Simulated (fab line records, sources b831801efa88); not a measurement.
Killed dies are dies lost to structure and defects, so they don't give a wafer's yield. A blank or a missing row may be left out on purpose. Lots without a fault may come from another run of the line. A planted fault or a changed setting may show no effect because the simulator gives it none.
One fault seen from 2 desks | flow gf180mcu | each desk has only its own numbers; what lay behind them comes last

THE TOOL OWNER'S DESK: litho_track-02
The tool's own readings at GF_HV_LDD_COAT_41 (resist thk 1000 nm): means of the sampled wafers that have a number, for each lot that ran on this tool. A lot is out of limits, marked OUT, if its mean lies more than 4 standard deviations from the usual mean; the brackets give that distance.
Columns: A = resist_line_temp_C at GF_HV_LDD_COAT_41, usual 23.00 C; B = spin_speed_rpm at GF_HV_LDD_COAT_41, usual 3000.2 rpm
lot  | first seen here | A     | B
L336 | day 11 16:58    | 22.89 | 3000.9
L344 | day 14 08:40    | 23.10 | 3000.4
L345 | day 14 20:50    | 22.95 | 3000.7
L347 | day 16 09:08    | 22.96 | 2195.5 (-99 or more) OUT
L349 | day 16 11:11    | 22.86 | 2196.1 (-99 or more) OUT
L348 | day 16 13:01    | 23.15 | 2195.8 (-99 or more) OUT
L358 | day 19 05:31    | 22.95 | 2999.5
This desk's finding: out of limits on L347, L348, L349; first on L347, day 16 09:08 (spin_speed_rpm at GF_HV_LDD_COAT_41). In limits: L336, L344, L345, L358.

THE METROLOGY DESK
What the gauges read, lot by lot, whatever tool the lot ran on: means of the sampled wafers that have a number. A lot is out of limits, marked OUT, if its mean lies more than 4 standard deviations from the usual mean; the brackets give that distance.
Columns: A = VT_IMPLANT_3_TW at GF_VT_IMPLANT_TW_MEAS_32, usual 268.8; B = cd_nm at GF_HV_LDD_CD_MEAS_46, usual 399.4 nm; C = V1_CVD_02_THK at GF_V1_THK_MEAS_03, usual 848 nm; D = V1_W_THK at GF_V1_THK_MEAS_25, usual 365 nm
lot  | first seen here | A     | B                | C   | D
L336 | day 6 16:46     | 267.6 | 402.7            | 855 | 368
L337 | day 7 00:52     | 269.0 | 399.9            | 844 | 364
L344 | day 8 21:31     | 268.3 | 397.4            | 843 | 363
L345 | day 9 06:42     | 265.4 | 398.0            | 848 | 360
L346 | day 10 03:19    | 266.5 | 401.1            | 849 | 362
L347 | day 10 13:43    | 266.8 | 386.2 (-6.6) OUT | 846 | 370
L349 | day 10 15:57    | 270.3 | 382.5 (-8.4) OUT | 837 | 372
L348 | day 10 16:16    | 266.5 | 386.0 (-6.7) OUT | 841 | 370
L351 | day 11 06:57    | 270.3 | 398.6            | 840 | 365
L355 | day 12 08:48    | 268.3 | 399.9            | 853 | 359
L358 | day 12 22:07    | 270.5 | 399.1            | 846 | 359
L359 | day 13 03:26    | 271.3 | 398.6            | 873 | 363
This desk's finding: out of limits on L347, L348, L349; first on L347, day 16 20:22 (cd_nm at GF_HV_LDD_CD_MEAS_46). In limits: L336, L337, L344, L345, L346, L351, L355, L358, L359.

PUT TOGETHER
The tool owner's desk could have raised an alarm at day 16 09:08, on L347, L348, L349.
The metrology desk could have raised an alarm at day 16 20:22, on L347, L348, L349.
Of the lots named, all ran GF_HV_LDD_COAT_41 on litho_track-02.

WHAT THE SIMULATOR HAD PUT IN
Process parameter drift: litho_track-02, from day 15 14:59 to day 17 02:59, at GF_HV_LDD_COAT_41. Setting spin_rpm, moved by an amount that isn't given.
Lots struck among those shown: L347, L348, L349.
Hours from the fault's start to each desk's first reading out of limits: the tool owner's desk, 18; the metrology desk, 29.
